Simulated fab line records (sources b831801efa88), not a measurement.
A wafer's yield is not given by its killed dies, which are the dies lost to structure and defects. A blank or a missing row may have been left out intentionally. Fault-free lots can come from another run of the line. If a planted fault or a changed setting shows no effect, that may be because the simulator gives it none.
Tool commonality check | flow sky130 | 42 wafers sampled across 14 lots

== REASON FOR OPENING ==
At SKY_RES_XHIGH_TW_MEAS_09 the reading RES_XHIGH_TW is flagged on 2 of 14 lots. Wafers without a fault read 1646, standard deviation 12.
Rule: flag the lot when none of its wafers has a number, or when each of its wafers that has one lies beyond 4 standard deviations from that mean. The other lots count as sound.

lot  | measured     | on            | RES_XHIGH_TW, wafer by wafer | flag
L740 | day 26 15:09 | film metro-03 | 1640 1642 1640               |
L741 | day 27 12:18 | film metro-01 | 1634 1637 1640               |
L742 | day 27 19:04 | film metro-03 | 1659 1659 1652               |
L743 | day 28 03:16 | film metro-01 | 30 30 30                     | FLAGGED
L744 | day 29 06:34 | film metro-03 | 31 30 30                     | FLAGGED
L751 | day 30 16:58 | film metro-02 | 1635 1630 1636               |
L752 | day 31 02:20 | film metro-02 | 1633 1640 1639               |
L753 | day 31 09:20 | film metro-01 | 1643 1646 1646               |
L755 | day 32 01:02 | film metro-03 | 1645 1646 1663               |
L757 | day 32 15:43 | film metro-03 | 1645 1646 1650               |
L759 | day 33 10:06 | film metro-03 | 1655 1659 1658               |
L760 | day 33 15:34 | film metro-03 | 1666 1666 1657               |
L762 | day 34 06:18 | film metro-01 | 1636 1643 1640               |
L763 | day 34 09:19 | film metro-03 | 1645 1649 1648               |
The numbers of the flagged lots are 30 on average: -1616 against the usual, or -99 or more standard deviations.

== TOOL THAT RAN EACH LOT ==
The record holds 1 process step before the reading, out of a route of 708 steps. Cell contents, in order: the tool; ch with the chambers the sampled wafers went through; the start.
lot  | flag    | SKY_RES_XHIGH_EXPOSE_04
L740 |         | iline stepper-02 ch 0, day 26 00:22
L741 |         | iline stepper-02 ch 0, day 26 22:30
L742 |         | iline stepper-02 ch 0, day 27 04:04
L743 | FLAGGED | iline stepper-02, day 27 12:13
L744 | FLAGGED | iline stepper-01, day 28 16:38
L751 |         | iline stepper-02 ch 0, day 30 03:11
L752 |         | iline stepper-02 ch 0, day 30 11:58
L753 |         | iline stepper-01 ch 0, day 30 19:14
L755 |         | iline stepper-02 ch 0, day 31 10:53
L757 |         | iline stepper-01 ch 0, day 32 02:08
L759 |         | iline stepper-01 ch 0, day 32 20:32
L760 |         | iline stepper-02 ch 0, day 33 02:07
L762 |         | iline stepper-02 ch 0, day 33 17:00
L763 |         | iline stepper-02 ch 0, day 33 19:53
What is done by these steps:
- SKY_RES_XHIGH_EXPOSE_04: exposes mask URPM, target cd 1270 nm.
- SKY_RES_XHIGH_TW_MEAS_09

== FLAGGED OVER TOTAL, TOOL BY TOOL (the gauges that took the reading come last) ==
step                     | tool             | lots run | flagged | share of the flagged lots | sound lots run after its first flagged lot
SKY_RES_XHIGH_EXPOSE_04  | iline stepper-01 | 4        | 1       | some                      | 3 (L753,L757,L759)
SKY_RES_XHIGH_EXPOSE_04  | iline stepper-02 | 10       | 1       | some                      | 6 (L751,L752,L755,L760,L762,L763)
SKY_RES_XHIGH_TW_MEAS_09 | film metro-01    | 4        | 1       | some                      | 2 (L753,L762)
SKY_RES_XHIGH_TW_MEAS_09 | film metro-02    | 2        | 0       | none                      | -
SKY_RES_XHIGH_TW_MEAS_09 | film metro-03    | 8        | 1       | some                      | 5 (L755,L757,L759,L760,L763)

== WHAT IS ALLOWED BY THE TABLE ==
No row of the table ran every flagged lot.

== WHAT HAD BEEN PUT IN BY THE SIMULATOR ==
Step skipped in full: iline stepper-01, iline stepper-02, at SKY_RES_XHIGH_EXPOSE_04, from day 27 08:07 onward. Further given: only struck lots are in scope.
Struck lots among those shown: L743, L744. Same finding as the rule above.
